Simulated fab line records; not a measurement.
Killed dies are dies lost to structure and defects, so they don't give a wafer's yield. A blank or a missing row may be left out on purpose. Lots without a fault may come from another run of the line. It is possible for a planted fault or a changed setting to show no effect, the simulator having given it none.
fab line records ; flow gf180mcu
record lots=5; wafers=23
route steps=602 shown M4@456 V4@488 V5@544 TOP_METAL@569
startH: start of the lot's first displayed wafer, in hours after the record's first day ; waitH: hours since the lot's step before ; " as in the row above ; L1.1+2: a single row standing in for several wafers ; - value missing, or start not given ; * or withheld: withheld ; < > ~ a bound
route shown NAME@n: names a module that has steps shown in the file, with the first one's number in the route ; usual: average and standard deviation across the fault-free wafers ; same: alike in all rows ; chamber/n: place in a boat ; sites: readings site by site ; _std_site: the standard deviation of these ; _edge_site: inner sites' mean taken away from outer sites' mean ; radiusMm: how far each site lies from the wafer's centre ; mask NAME#n: copy n ; behind: the last tool/chamber to shape the wafer ; hold: cause of the lot's hold/its duration in hours/its outcome ; device: whichever transistor did not switch (one of n, p or np) ; end of line: tests run on the same wafers once the route is complete ; for a step that has no rows: nothing shown but its recipe ; killed: not the wafer's yield, but the dies lost to structure and defects at the first sort ; map: a wafer's dies, marking killed ones x, the rest . and places with no die _
set.NAME: the setting that was run; set.NAME@STEP: the one run at that earlier step ; model.NAME: the simulator's own value behind a step, which no gauge read
lots where settings were altered on purpose, with a table for each step and a row for each wafer
## steps
# step GF_M4_SPUTTER_00
# recipe material=Ti; targetThkNm=37.5; arrivingIonEnergyEv=80; substrateTempC=200; chamberPressurePa=2; powerW=4000; timeS=150
lot.wafer;tool;chamber;startH;waitH;set.timeS;model.Ti_of_M4_SPUTTER_00.thkNm
L074.2;pvdSputter-01;-;513.81;0.2;150;37.37
L074.3;pvdSputter-01;-;513.81;0.2;136.2;33.68
L074.4;pvdSputter-01;-;513.81;0.2;150;37.7
L074.5;pvdSputter-01;-;513.81;0.2;136.2;33.98
L074.6;pvdSputter-01;-;513.81;0.2;136.2;34.11
L076.1;pvdSputter-04;-;526.49;0.2;150;36.95
L076.3;pvdSputter-04;-;526.49;0.2;150;37.68
L076.6;pvdSputter-04;-;526.49;0.2;150;37.81
L077.1;pvdSputter-02;-;542.81;0.1;166.3;41.29
L077.2;pvdSputter-02;-;542.81;0.1;150;36.6
L077.4;pvdSputter-02;-;542.81;0.1;166.3;41.39
L077.5;pvdSputter-02;-;542.81;0.1;150;36.92
L077.6;pvdSputter-02;-;542.81;0.1;150;37.19
L079.2;pvdSputter-01;-;557.85;0.1;150;37.48
L079.3;pvdSputter-01;-;557.85;0.1;134.7;34.12
L079.4;pvdSputter-01;-;557.85;0.1;134.7;33.71
L079.5;pvdSputter-01;-;557.85;0.1;134.7;33.34
L079.6;pvdSputter-01;-;557.85;0.1;150;37.38
L083.1;pvdSputter-01;-;592.20;0.1;150;38
L083.2;pvdSputter-01;-;592.20;0.1;150;37.66
L083.3;pvdSputter-01;-;592.20;0.1;171;43.51
L083.4;pvdSputter-01;-;592.20;0.1;150;37.57
L083.5;pvdSputter-01;-;592.20;0.1;171;43.04
# step GF_M4_SPUTTER_01
# recipe material=TiN; targetThkNm=30; powerW=6500; timeS=25; chamberPressurePa=0.4
lot.wafer;tool;chamber;startH;waitH;set.timeS;model.TiN_of_M4_SPUTTER_01.thkNm
L074.2;pvdSputter-01;-;513.92;0.1;23.54;27.55
L074.3;pvdSputter-01;-;513.92;0.1;25;29.83
L074.4;pvdSputter-01;-;513.92;0.1;25;29.02
L074.5;pvdSputter-01;-;513.92;0.1;23.54;27.81
L074.6;pvdSputter-01;-;513.92;0.1;25;29.33
L076.1;pvdSputter-04;-;526.59;0.1;25;30.76
L076.3;pvdSputter-04;-;526.59;0.1;25;29.94
L076.6;pvdSputter-04;-;526.59;0.1;25;30.65
L077.1;pvdSputter-02;-;542.91;0.1;25;30.11
L077.2;pvdSputter-02;-;542.91;0.1;25;29.58
L077.4;pvdSputter-02;-;542.91;0.1;23.89;28.47
L077.5;pvdSputter-02;-;542.91;0.1;25;29.89
L077.6;pvdSputter-02;-;542.91;0.1;23.89;28.49
L079.2;pvdSputter-01;-;557.95;0.1;28.14;33.34
L079.3;pvdSputter-01;-;557.95;0.1;28.14;33.39
L079.4;pvdSputter-01;-;557.95;0.1;25;29.79
L079.5;pvdSputter-01;-;557.95;0.1;25;29.5
L079.6;pvdSputter-01;-;557.95;0.1;28.14;33.45
L083.1;pvdSputter-01;-;592.30;0.1;25;29.54
L083.2;pvdSputter-01;-;592.30;0.1;25;30.08
L083.3;pvdSputter-01;-;592.30;0.1;25;29.83
L083.4;pvdSputter-01;-;592.30;0.1;25;30.21
L083.5;pvdSputter-01;-;592.30;0.1;25;29.72
# step GF_M4_METAL_ETCH_16
# recipe chemistry=Cl2/BCl3; maskMaterial=KrF; targetDepthNm=627.5; stopOn=SiO2; pressureMtorr=8; icpW=800; biasW=140; Cl2_flow_sccm=80; bcl3FlowSccm=40; timeS=104.6
# usual oesProductAu=0.971/0.0065
lot.wafer;tool;chamber;startH;waitH;set.timeS;oesProductAu;model.M4.featureDepthNm;model.KrF_of_M4_COAT_09.thkNm
L074.2;rieMetal-01;0;537.31;0.1;88.99;1.018;-;-
L074.3;rieMetal-01;0;537.31;0.1;104.6;0.962;-;-
L074.4;rieMetal-01;0;537.31;0.1;104.6;0.973;602.7;726.4
L074.5;rieMetal-01;0;537.31;0.1;104.6;0.962;-;-
L074.6;rieMetal-01;0;537.31;0.1;88.99;1.021;-;-
L076.1;rieMetal-03;0;549.19;0.0;104.6;0.976;604.9;723.8
L076.3;rieMetal-03;0;549.19;0.0;104.6;0.979;606.9;724.6
L076.6;rieMetal-03;0;549.19;0.0;104.6;0.969;608.5;725.8
L077.1;rieMetal-02;1;565.99;0.0;104.6;0.981;-;-
L077.2;rieMetal-02;0;565.99;0.0;104.6;0.968;604.6;745.3
L077.4;rieMetal-02;1;565.99;0.0;96.89;0.986;-;-
L077.5;rieMetal-02;1;565.99;0.0;96.89;0.990;570.5;760.8
L077.6;rieMetal-02;0;565.99;0.0;104.6;0.968;602.4;748.4
L079.2;rieMetal-01;0;579.91;0.0;96.23;1.014;-;-
L079.3;rieMetal-01;0;579.91;0.0;104.6;0.963;-;-
L079.4;rieMetal-01;1;579.91;0.0;96.23;1.011;-;-
L079.5;rieMetal-01;0;579.91;0.0;96.23;1.017;-;-
L079.6;rieMetal-01;1;579.91;0.0;104.6;0.964;-;-
L083.1;rieMetal-03;1;612.99;0.0;104.6;0.963;601.2;733.7
L083.2;rieMetal-03;0;612.99;0.0;104.6;0.970;603.9;731.3
L083.3;rieMetal-03;0;612.99;0.0;99.48;1.003;-;-
L083.4;rieMetal-03;1;612.99;0.0;99.48;0.984;590.2;749.3
L083.5;rieMetal-03;1;612.99;0.0;99.48;0.990;-;-
# step GF_M4_STRIP_17
# recipe chemistry=O2/N2; powerW=1400; pressureMtorr=1500; platenTempC=250; o2FlowSccm=3000; n2FlowSccm=300; overashFraction=0.5
# usual stripTimeToEndpointS=7.88/0.066
lot.wafer;tool;chamber;startH;waitH;set.pressureMtorr;set.timeS@M4_METAL_ETCH_16;stripTimeToEndpointS
L074.2;plasmaAsher-02;1;537.55;0.2;1590;88.99;8.04
L074.3;plasmaAsher-02;0;537.55;0.2;1590;104.6;7.68
L074.4;plasmaAsher-02;1;537.55;0.2;1590;104.6;7.69
L074.5;plasmaAsher-02;0;537.55;0.2;1590;104.6;7.68
L074.6;plasmaAsher-02;1;537.55;0.2;1590;88.99;8.08
L076.1;plasmaAsher-02;1;549.30;0.1;1500;104.6;7.77
L076.3;plasmaAsher-02;1;549.30;0.1;1500;104.6;7.78
L076.6;plasmaAsher-02;0;549.30;0.1;1500;104.6;7.80
L077.1;plasmaAsher-02;0;566.10;0.1;1717;104.6;7.74
L077.2;plasmaAsher-02;1;566.10;0.1;1717;104.6;7.75
L077.4;plasmaAsher-02;1;566.10;0.1;1717;96.89;7.85
L077.5;plasmaAsher-02;1;566.10;0.1;1717;96.89;7.90
L077.6;plasmaAsher-02;0;566.10;0.1;1717;104.6;7.78
L079.2;plasmaAsher-02;1;580.02;0.1;1674;96.23;7.80
L079.3;plasmaAsher-02;1;580.02;0.1;1674;104.6;7.60
L079.4;plasmaAsher-02;0;580.02;0.1;1674;96.23;7.83
L079.5;plasmaAsher-02;0;580.02;0.1;1674;96.23;7.79
L079.6;plasmaAsher-02;1;580.02;0.1;1674;104.6;7.65
L083.1;plasmaAsher-02;1;613.10;0.1;1442;104.6;7.94
L083.2;plasmaAsher-02;0;613.10;0.1;1442;104.6;7.92
L083.3;plasmaAsher-02;1;613.10;0.1;1442;99.48;8.07
L083.4;plasmaAsher-02;0;613.10;0.1;1442;99.48;8.10
L083.5;plasmaAsher-02;1;613.10;0.1;1442;99.48;8.08
# step GF_V4_PEB_12
# recipe pebTempC=135; pebTimeS=90; resist=KrF
lot.wafer;tool;chamber;startH;waitH;set.pebTempC
L074.2+3+6;lithoTrack-03;0;-;-;135
L074.4+5;lithoTrack-03;0;-;-;132.1
L076.1+3+6;lithoTrack-03;0;-;-;135
L077.1+6;lithoTrack-01;0;-;-;135
L077.2+4+5;lithoTrack-01;0;-;-;138.2
L079.2+3+4+5+6;lithoTrack-03;0;-;-;135
L083.1+2+3+4+5;lithoTrack-01;0;-;-;135
# step GF_V4_DEVELOP_13
# recipe developTimeS=60; resist=KrF; devTempC=21
# step GF_V4_CD_MEAS_14
# recipe targetCdNm=260
# usual cdNm=261.1/0.86
lot.wafer;tool;chamber;startH;waitH;set.pebTempC@V4_PEB_12;cdNm
L074.2;cdSem-02;-;561.61;0.1;135;260.3
L074.3;cdSem-02;-;561.61;0.1;135;261.1
L074.4;cdSem-02;-;561.61;0.1;132.1;252.6
L074.5;cdSem-02;-;561.61;0.1;132.1;252.2
L074.6;cdSem-02;-;561.61;0.1;135;260.8
L076.1;cdSem-02;-;572.54;0.1;135;262.9
L076.3;cdSem-02;-;572.54;0.1;135;261.2
L076.6;cdSem-02;-;572.54;0.1;135;261.6
L077.1;cdSem-01;-;589.14;0.1;135;261.0
L077.2;cdSem-01;-;589.14;0.1;138.2;269.2
L077.4;cdSem-01;-;589.14;0.1;138.2;268.7
L077.5;cdSem-01;-;589.14;0.1;138.2;269.4
L077.6;cdSem-01;-;589.14;0.1;135;261.4
L079.2;cdSem-02;-;602.56;0.1;135;260.4
L079.3;cdSem-02;-;602.56;0.1;135;261.1
L079.4;cdSem-02;-;602.56;0.1;135;261.1
L079.5;cdSem-02;-;602.56;0.1;135;260.9
L079.6;cdSem-02;-;602.56;0.1;135;259.0
L083.1;cdSem-01;-;634.54;0.1;135;260.9
L083.2;cdSem-01;-;634.54;0.1;135;261.2
L083.3;cdSem-01;-;634.54;0.1;135;261.0
L083.4;cdSem-01;-;634.54;0.1;135;260.9
L083.5;cdSem-01;-;634.54;0.1;135;261.3
# step GF_V4_ETCH_16
# recipe chemistry=N2/H2; targetDepthA=withheld; overetchA=withheld; timeS=withheld; target=BARC; ionEnergyEv=200; sourceW=500; biasW=100; pressureMtorr=30; n2FlowSccm=100; h2FlowSccm=200
lot.wafer;tool;chamber;startH;waitH;set.pebTempC@V4_PEB_12;model.V4.cdNm
L074.2;rieDiel-02;3;561.75;0.0;135;259.8
L074.3;rieDiel-02;1;561.75;0.0;135;260.4
L074.4;rieDiel-02;0;561.75;0.0;132.1;252.8
L074.5;rieDiel-02;2;561.75;0.0;132.1;252.2
L074.6;rieDiel-02;3;561.75;0.0;135;260.6
L076.1;rieDiel-04;3;572.70;0.0;135;262.2
L076.3;rieDiel-04;2;572.70;0.0;135;261.9
L076.6;rieDiel-04;1;572.70;0.0;135;261.4
L077.1;rieDiel-02;0;589.29;0.0;135;261.1
L077.2+5;rieDiel-02;2;589.29;0.0;138.2;269.4
L077.4;rieDiel-02;0;589.29;0.0;138.2;268.7
L077.6;rieDiel-02;1;589.29;0.0;135;260.8
L079.2;rieDiel-04;0;602.70;0.0;135;259.7
L079.3;rieDiel-04;2;602.70;0.0;135;261.1
L079.4;rieDiel-04;1;602.70;0.0;135;260.6
L079.5;rieDiel-04;0;602.70;0.0;135;260.4
L079.6;rieDiel-04;1;602.70;0.0;135;258.7
L083.1;rieDiel-03;0;634.69;0.0;135;261.3
L083.2;rieDiel-03;1;634.69;0.0;135;260.8
L083.3+5;rieDiel-03;2;634.69;0.0;135;261.5
L083.4;rieDiel-03;3;634.69;0.0;135;262
# step GF_V4_ETCH_17
# recipe chemistry=C4F8/O2/Ar; maskMaterial=KrF; target=SiO2; stopOn=TiN; sourceW=1500; biasW=1200; pressureMtorr=40; c4f8FlowSccm=withheld; O2_flow_sccm=6; Ar_flow_sccm=300; timeS=withheld; targetDepthA=6300
lot.wafer;tool;chamber;startH;waitH;set.biasW;set.pebTempC@V4_PEB_12;model.V4.cdNm
L074.2;rieDiel-02;3;-;-;1240;135;261.1
L074.3;rieDiel-02;1;-;-;1200;135;260.6
L074.4;rieDiel-02;0;-;-;1240;132.1;253.2
L074.5;rieDiel-02;2;-;-;1200;132.1;253.4
L074.6;rieDiel-02;3;-;-;1240;135;262
L076.1;rieDiel-04;3;-;-;1200;135;262.6
L076.3;rieDiel-04;2;-;-;1200;135;261.5
L076.6;rieDiel-04;1;-;-;1200;135;260.8
L077.1;rieDiel-02;0;-;-;1112;135;261.2
L077.2;rieDiel-02;2;-;-;1112;138.2;269.6
L077.4;rieDiel-02;0;-;-;1112;138.2;269.1
L077.5;rieDiel-02;2;-;-;1200;138.2;269.7
L077.6;rieDiel-02;1;-;-;1200;135;260.6
L079.2;rieDiel-04;0;-;-;1200;135;259.1
L079.3;rieDiel-04;2;-;-;1327;135;260.7
L079.4;rieDiel-04;1;-;-;1200;135;260.1
L079.5;rieDiel-04;0;-;-;1327;135;260.4
L079.6;rieDiel-04;1;-;-;1200;135;258.1
L083.1;rieDiel-03;0;-;-;1200;135;262.3
L083.2;rieDiel-03;1;-;-;1200;135;261
L083.3;rieDiel-03;2;-;-;1200;135;260.9
L083.4;rieDiel-03;3;-;-;1200;135;262.4
L083.5;rieDiel-03;2;-;-;1200;135;260.6
# step GF_V5_CMP_04
# recipe material=SiO2; downForcePsi=4; platenRpm=60; padVelocityMS=0.94248
lot.wafer;tool;chamber;startH;waitH;set.leaveAboveRefNm;model.SiO2_of_V5_CVD_02.thkNm
L074.3;cmp-02;3;607.11;0.1;879.3;879.8
L074.2;cmp-02;0;607.11;0.1;879.3;878.4
L074.4;cmp-02;1;607.11;0.1;855;854.9
L074.6;cmp-02;2;607.11;0.1;855;855.2
L074.5;cmp-02;3;607.11;0.1;879.3;879.3
L076.1;cmp-01;3;619.49;0.1;855;854.7
L076.3;cmp-01;1;619.49;0.1;855;854.4
L076.6;cmp-01;0;619.49;0.1;855;855.1
L077.2;cmp-02;0;634.12;0.0;855;854.7
L077.4;cmp-02;1;634.12;0.0;796.9;799.5
L077.1;cmp-02;2;634.12;0.0;855;857.2
L077.5;cmp-02;0;634.12;0.0;796.9;796.8
L077.6;cmp-02;1;634.12;0.0;855;857.5
L079.2;cmp-01;0;646.65;0.2;855;856
L079.3;cmp-01;1;646.65;0.2;896.6;896.5
L079.4;cmp-01;3;646.65;0.2;896.6;897
L079.5;cmp-01;0;646.65;0.2;896.6;897.9
L079.6;cmp-01;1;646.65;0.2;855;854.5
L083.2;cmp-01;2;675.91;0.0;889;888.2
L083.3;cmp-01;3;675.91;0.0;855;855.6
L083.1;cmp-01;0;675.91;0.0;855;856.6
L083.4;cmp-01;1;675.91;0.0;889;889.4
L083.5;cmp-01;2;675.91;0.0;889;889.2
# step GF_V5_ETCH_17
# recipe chemistry=C4F8/O2/Ar; maskMaterial=KrF; target=SiO2; stopOn=TiN; sourceW=1500; biasW=1200; pressureMtorr=40; c4f8FlowSccm=withheld; O2_flow_sccm=6; Ar_flow_sccm=300; timeS=withheld; targetDepthA=8550
# usual oesProductAu=0.859/0.0046
lot.wafer;tool;chamber;startH;waitH;set.sourceW;set.leaveAboveRefNm@V5_CMP_04;oesProductAu;model.V5.featureDepthNm
L074.2;rieDiel-02;1;-;-;1500;879.3;0.863;878.4
L074.3;rieDiel-02;2;-;-;1500;879.3;0.877;879.8
L074.4;rieDiel-02;3;-;-;1549;855;0.854;855.4
L074.5;rieDiel-02;1;-;-;1549;879.3;0.869;879.8
L074.6;rieDiel-02;0;-;-;1500;855;0.856;855.2
L076.1;rieDiel-03;3;-;-;1500;855;0.858;854.7
L076.3;rieDiel-03;0;-;-;1500;855;0.869;854.4
L076.6;rieDiel-03;3;-;-;1500;855;0.847;855.1
L077.1;rieDiel-01;1;-;-;1500;855;0.863;857.2
L077.2;rieDiel-01;0;-;-;1595;855;0.858;855.5
L077.4;rieDiel-01;3;-;-;1595;796.9;0.827;800.5
L077.5;rieDiel-01;0;-;-;1500;796.9;0.826;796.8
L077.6;rieDiel-01;3;-;-;1595;855;0.863;858.4
L079.2;rieDiel-02;3;-;-;1500;855;0.864;856
L079.3;rieDiel-02;0;-;-;1677;896.6;0.881;898.1
L079.4;rieDiel-02;2;-;-;1500;896.6;0.881;897
L079.5;rieDiel-02;2;-;-;1677;896.6;0.886;899.5
L079.6;rieDiel-02;1;-;-;1500;855;0.853;854.5
L083.1;rieDiel-01;1;-;-;1500;855;0.858;856.6
L083.2;rieDiel-01;2;-;-;1500;889;0.874;888.2
L083.3;rieDiel-01;0;-;-;1662;855;0.857;857.1
L083.4;rieDiel-01;3;-;-;1500;889;0.883;889.4
L083.5;rieDiel-01;2;-;-;1662;889;0.878;890.7
# step GF_V5_SPUTTER_21
# recipe material=Ti; targetThkNm=15; chamberPressurePa=5; powerW=2500; substrateTempC=200; timeS=80.02
lot.wafer;tool;chamber;startH;waitH;set.powerW;model.Ti_of_V5_SPUTTER_21.thkNm
L074.2;pvdSputter-03;-;629.78;0.0;2378;13.93
L074.3+5;pvdSputter-03;-;629.78;0.0;2500;14.92
L074.4;pvdSputter-03;-;629.78;0.0;2500;14.82
L074.6;pvdSputter-03;-;629.78;0.0;2378;14.04
L076.1;pvdSputter-04;-;640.15;0.0;2500;14.83
L076.3;pvdSputter-04;-;640.15;0.0;2500;14.66
L076.6;pvdSputter-04;-;640.15;0.0;2500;14.89
L077.1;pvdSputter-04;-;655.21;0.0;2310;13.82
L077.2;pvdSputter-04;-;655.21;0.0;2310;14
L077.4;pvdSputter-04;-;655.21;0.0;2310;13.89
L077.5;pvdSputter-04;-;655.21;0.0;2500;15.08
L077.6;pvdSputter-04;-;655.21;0.0;2500;15.17
L079.2;pvdSputter-02;-;667.14;0.0;2500;14.6
L079.3;pvdSputter-02;-;667.14;0.0;2500;14.58
L079.4;pvdSputter-02;-;667.14;0.0;2500;14.68
L079.5;pvdSputter-02;-;667.14;0.0;2500;14.48
L079.6;pvdSputter-02;-;667.14;0.0;2500;14.41
L083.1;pvdSputter-04;-;695.90;0.0;2500;15.16
L083.2;pvdSputter-04;-;695.90;0.0;2500;15.3
L083.3;pvdSputter-04;-;695.90;0.0;2500;15.42
L083.4;pvdSputter-04;-;695.90;0.0;2500;15.11
L083.5;pvdSputter-04;-;695.90;0.0;2500;15.26
# step GF_TOP_METAL_SPUTTER_02
# recipe material=AlCu; targetThkNm=900; powerW=10600; chamberPressurePa=0.3; substrateTempC=250; gas=Ar; timeS=47.82
lot.wafer;tool;chamber;startH;waitH;set.timeS;model.AlCu_of_TOP_METAL_SPUTTER_02.thkNm
L074.2;pvdSputter-01;-;630.60;0.0;43.04;807.3
L074.3;pvdSputter-01;-;630.60;0.0;43.04;809.2
L074.4;pvdSputter-01;-;630.60;0.0;43.04;804.2
L074.5;pvdSputter-01;-;630.60;0.0;47.82;905.3
L074.6;pvdSputter-01;-;630.60;0.0;47.82;901.4
L076.1;pvdSputter-01;-;640.97;0.0;47.82;908
L076.3;pvdSputter-01;-;640.97;0.0;47.82;897.7
L076.6;pvdSputter-01;-;640.97;0.0;47.82;905.9
L077.1;pvdSputter-04;-;656.03;0.0;42.09;800.4
L077.2;pvdSputter-04;-;656.03;0.0;47.82;886.4
L077.4;pvdSputter-04;-;656.03;0.0;47.82;897.7
L077.5;pvdSputter-04;-;656.03;0.0;47.82;896.3
L077.6;pvdSputter-04;-;656.03;0.0;42.09;790.4
L079.2;pvdSputter-01;-;667.96;0.0;47.82;902.3
L079.3;pvdSputter-01;-;667.96;0.0;47.82;891.6
L079.4;pvdSputter-01;-;667.96;0.0;47.82;898.5
L079.5;pvdSputter-01;-;667.96;0.0;54.46;1023
L079.6;pvdSputter-01;-;667.96;0.0;54.46;1019
L083.1;pvdSputter-02;-;696.72;0.0;41.44;796.4
L083.2;pvdSputter-02;-;696.72;0.0;47.82;895.4
L083.3;pvdSputter-02;-;696.72;0.0;47.82;902.6
L083.4;pvdSputter-02;-;696.72;0.0;47.82;903.4
L083.5;pvdSputter-02;-;696.72;0.0;41.44;796.5
# step GF_TOP_METAL_SPUTTER_03
# recipe material=Ti; targetThkNm=5; substrateTempC=300; chamberPressurePa=0.3; powerW=3000; timeS=3.3
# step GF_TOP_METAL_SPUTTER_04
# recipe material=TiN; targetThkNm=25; powerW=6500; timeS=20.8; chamberPressurePa=0.4
# step GF_TOP_METAL_RS_MEAS_05
# recipe thkMeasGauge=four-point-probe; reads=TiN_of_TOP_METAL_SPUTTER_04+Ti_of_TOP_METAL_SPUTTER_03+AlCu_of_TOP_METAL_SPUTTER_02+TiN_of_TOP_METAL_SPUTTER_01+Ti_of_TOP_METAL_SPUTTER_00
# usual TOP_METAL_ALCU_RS=0.03281/0.00029
lot.wafer;tool;chamber;startH;waitH;set.timeS@TOP_METAL_SPUTTER_02;TOP_METAL_ALCU_RS[ohm/sq]
L074.2;filmMetro-03;-;630.71;0.0;43.04;0.03657
L074.3;filmMetro-03;-;630.71;0.0;43.04;0.03642
L074.4;filmMetro-03;-;630.71;0.0;43.04;0.0367
L074.5;filmMetro-03;-;630.71;0.0;47.82;0.03254
L074.6;filmMetro-03;-;630.71;0.0;47.82;0.0327
L076.1;filmMetro-03;-;641.06;0.0;47.82;0.03239
L076.3;filmMetro-03;-;641.06;0.0;47.82;0.03279
L076.6;filmMetro-03;-;641.06;0.0;47.82;0.03251
L077.1;filmMetro-01;-;656.12;0.0;42.09;0.03687
L077.2;filmMetro-01;-;656.12;0.0;47.82;0.03327
L077.4;filmMetro-01;-;656.12;0.0;47.82;0.03293
L077.5;filmMetro-01;-;656.12;0.0;47.82;0.03288
L077.6;filmMetro-01;-;656.12;0.0;42.09;0.03736
L079.2;filmMetro-01;-;668.07;0.0;47.82;0.03267
L079.3;filmMetro-01;-;668.07;0.0;47.82;0.03312
L079.4;filmMetro-01;-;668.07;0.0;47.82;0.03286
L079.5;filmMetro-01;-;668.07;0.0;54.46;0.02882
L079.6;filmMetro-01;-;668.07;0.0;54.46;0.02888
L083.1;filmMetro-02;-;696.81;0.0;41.44;0.0371
L083.2;filmMetro-02;-;696.81;0.0;47.82;0.03293
L083.3;filmMetro-02;-;696.81;0.0;47.82;0.03265
L083.4;filmMetro-02;-;696.81;0.0;47.82;0.03264
L083.5;filmMetro-02;-;696.81;0.0;41.44;0.0371
# step GF_TOP_METAL_THK_MEAS_06
# recipe thkMeasGauge=xrf; reads=AlCu_of_TOP_METAL_SPUTTER_02
# usual TOP_METAL_ALCU_THK=879/8.2
lot.wafer;tool;chamber;startH;waitH;set.timeS@TOP_METAL_SPUTTER_02;TOP_METAL_ALCU_THK[nm]
L074.2;filmMetro-03;-;630.82;0.1;43.04;791
L074.3;filmMetro-03;-;630.82;0.1;43.04;792
L074.4;filmMetro-03;-;630.82;0.1;43.04;788
L074.5;filmMetro-03;-;630.82;0.1;47.82;884
L074.6;filmMetro-03;-;630.82;0.1;47.82;883
L076.1;filmMetro-03;-;641.18;0.1;47.82;891
L076.3;filmMetro-03;-;641.18;0.1;47.82;877
L076.6;filmMetro-03;-;641.18;0.1;47.82;888
L077.1;filmMetro-01;-;656.24;0.1;42.09;786
L077.2;filmMetro-01;-;656.24;0.1;47.82;869
L077.4;filmMetro-01;-;656.24;0.1;47.82;880
L077.5;filmMetro-01;-;656.24;0.1;47.82;883
L077.6;filmMetro-01;-;656.24;0.1;42.09;777
L079.2;filmMetro-01;-;668.18;0.1;47.82;885
L079.3;filmMetro-01;-;668.18;0.1;47.82;875
L079.4;filmMetro-01;-;668.18;0.1;47.82;885
L079.5;filmMetro-01;-;668.18;0.1;54.46;1008
L079.6;filmMetro-01;-;668.18;0.1;54.46;996
L083.1;filmMetro-02;-;696.93;0.1;41.44;778
L083.2;filmMetro-02;-;696.93;0.1;47.82;871
L083.3;filmMetro-02;-;696.93;0.1;47.82;881
L083.4;filmMetro-02;-;696.93;0.1;47.82;883
L083.5;filmMetro-02;-;696.93;0.1;41.44;779
## key
split step=GF_M4_SPUTTER_00; setting=timeS; stated=150; by=wafer
response step=GF_M4_SPUTTER_00; reading=model.Ti_of_M4_SPUTTER_00.thkNm; change=+0.391; per=1%; r=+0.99
split step=GF_M4_SPUTTER_01; setting=timeS; stated=25; by=wafer
response step=GF_M4_SPUTTER_01; reading=model.TiN_of_M4_SPUTTER_01.thkNm; change=+0.299; per=1%; r=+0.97
split step=GF_M4_METAL_ETCH_16; setting=timeS; stated=104.6; by=wafer
response step=GF_M4_METAL_ETCH_16; reading=oesProductAu; change=-0.00397; per=1%; r=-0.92
response step=GF_M4_METAL_ETCH_16; reading=model.M4.featureDepthNm; change=+3.88; per=1%; r=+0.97
response step=GF_M4_METAL_ETCH_16; reading=model.KrF_of_M4_COAT_09.thkNm; change=-2.36; per=1%; r=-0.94
response step=GF_M4_STRIP_17; reading=stripTimeToEndpointS; change=*; per=1%; r=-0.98
split step=GF_M4_STRIP_17; setting=pressureMtorr; stated=1500; by=lot
response none clear
split step=GF_V4_PEB_12; setting=pebTempC; stated=135; by=wafer
response step=GF_V4_CD_MEAS_14; reading=cdNm; change=+3.57; per=1%; r=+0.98
response step=GF_V4_ETCH_16; reading=model.V4.cdNm; change=+3.53; per=1%; r=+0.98
response step=GF_V4_ETCH_17; reading=model.V4.cdNm; change=+3.64; per=1%; r=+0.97
split step=GF_V4_ETCH_17; setting=biasW; stated=1200; by=wafer
response none clear
split step=GF_V5_CMP_04; setting=leaveAboveRefNm; stated=855; by=wafer
response step=GF_V5_CMP_04; reading=model.SiO2_of_V5_CVD_02.thkNm; change=+8.52; per=1%; r=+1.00
response step=GF_V5_ETCH_17; reading=oesProductAu; change=+0.00513; per=1%; r=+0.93
response step=GF_V5_ETCH_17; reading=model.V5.featureDepthNm; change=+8.57; per=1%; r=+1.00
split step=GF_V5_ETCH_17; setting=sourceW; stated=1500; by=wafer
response none clear
split step=GF_V5_SPUTTER_21; setting=powerW; stated=2500; by=wafer
response step=GF_V5_SPUTTER_21; reading=model.Ti_of_V5_SPUTTER_21.thkNm; change=+0.167; per=1%; r=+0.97
split step=GF_TOP_METAL_SPUTTER_02; setting=timeS; stated=47.82; by=wafer
response step=GF_TOP_METAL_SPUTTER_02; reading=model.AlCu_of_TOP_METAL_SPUTTER_02.thkNm; change=+8.54; per=1%; r=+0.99
response step=GF_TOP_METAL_RS_MEAS_05; reading=TOP_METAL_ALCU_RS; change=-0.00033; per=1%; r=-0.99
response step=GF_TOP_METAL_THK_MEAS_06; reading=TOP_METAL_ALCU_THK; change=+8.27; per=1%; r=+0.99
